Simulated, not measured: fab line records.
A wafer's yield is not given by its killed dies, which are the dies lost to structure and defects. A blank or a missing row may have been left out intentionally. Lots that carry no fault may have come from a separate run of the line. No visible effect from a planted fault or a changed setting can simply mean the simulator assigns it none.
What tool caused it? | flow sky130 | 7 lots with 21 wafers sampled at 4 steps, on a route of 708 steps

WHAT EACH GAUGE READ, for each wafer
SKY_PASSIVATION_THK_MEAS_01.
lot  | measured     | on            | PASSIVATION_CVD_00_THK (nm)
L561 | day 43 20:53 | film metro-03 | 90.7 89.7 89.7
L563 | day 44 11:04 | film metro-04 | 89.9 91.3 89.8
L565 | day 45 02:21 | film metro-04 | 88.3 90.2 90.1
L568 | day 45 16:56 | film metro-02 | 87.9 90.1 89.6
L575 | day 47 14:01 | film metro-04 | 91.0 91.9 93.1
L578 | day 48 11:23 | film metro-03 | 91.2 91.5
L582 | day 49 22:21 | film metro-03 | 87.6 88.9 89.2

WHICH TOOL RAN EACH LOT (tool, then ch and the chambers of the sampled wafers, then the start)
lot  | SKY_SONOS_TUNNEL_DEVELOP_06       | SKY_VIA4_CVD_18               | SKY_VIA4_CMP_21
L561 | litho track-02 ch 0, day 11 10:26 | cvd w-01 ch 0,1, day 42 20:34 | cmp-01 ch 0,1,3, day 42 21:00
L563 | litho track-01 ch 0, day 11 21:13 | cvd w-02 ch 0,1, day 43 11:42 | cmp-01 ch 1,3, day 43 12:02
L565 | litho track-03 ch 0, day 12 20:29 | cvd w-02 ch 0,1, day 44 03:18 | cmp-01 ch 0,3, day 44 03:38
L568 | litho track-01 ch 0, day 13 12:49 | cvd w-02 ch 0,1, day 44 17:36 | cmp-02 ch 1,2, day 44 17:56
L575 | litho track-01 ch 0, day 15 19:40 | cvd w-01 ch 0,1, day 46 17:05 | cmp-02 ch 0,2,3, day 46 17:28
L578 | litho track-03 ch 0, day 17 04:50 | cvd w-02 ch 0,1, day 47 14:35 | cmp-01 ch 1,2, day 47 15:01
L582 | litho track-03 ch 0, day 19 16:05 | cvd w-02 ch 0,1, day 49 03:52 | cmp-02 ch 0,1,3, day 49 04:15
- SKY_SONOS_TUNNEL_DEVELOP_06: develop time 60 s.
- SKY_VIA4_CVD_18: deposits W, target thk 505 nm, time 152.14 s.
- SKY_VIA4_CMP_21: polishes, stops on SiO2, t overpolish 25 s, target thk 0 nm.

THE ANSWER, worked out from the rows above alone
Rule: the lots themselves supply what counts as usual. The widest of any qualifying gaps counts: lots, ordered by their means at a reading, are off when they make up no more than a third of the lots, leave a main group of 4 or more, and stand apart from it by 3 or more times the standard deviation of that group's means. The tables above print the reading to a certain number of digits; a main group whose means all agree to those digits is not used. Also off: a lot with no number at a reading for which 4 or more lots have one. Any other lot the step has rows for is counted as sound.
No lot is off at any reading shown: from this, nothing can be told.

WHAT THE SIMULATOR HAD PUT IN
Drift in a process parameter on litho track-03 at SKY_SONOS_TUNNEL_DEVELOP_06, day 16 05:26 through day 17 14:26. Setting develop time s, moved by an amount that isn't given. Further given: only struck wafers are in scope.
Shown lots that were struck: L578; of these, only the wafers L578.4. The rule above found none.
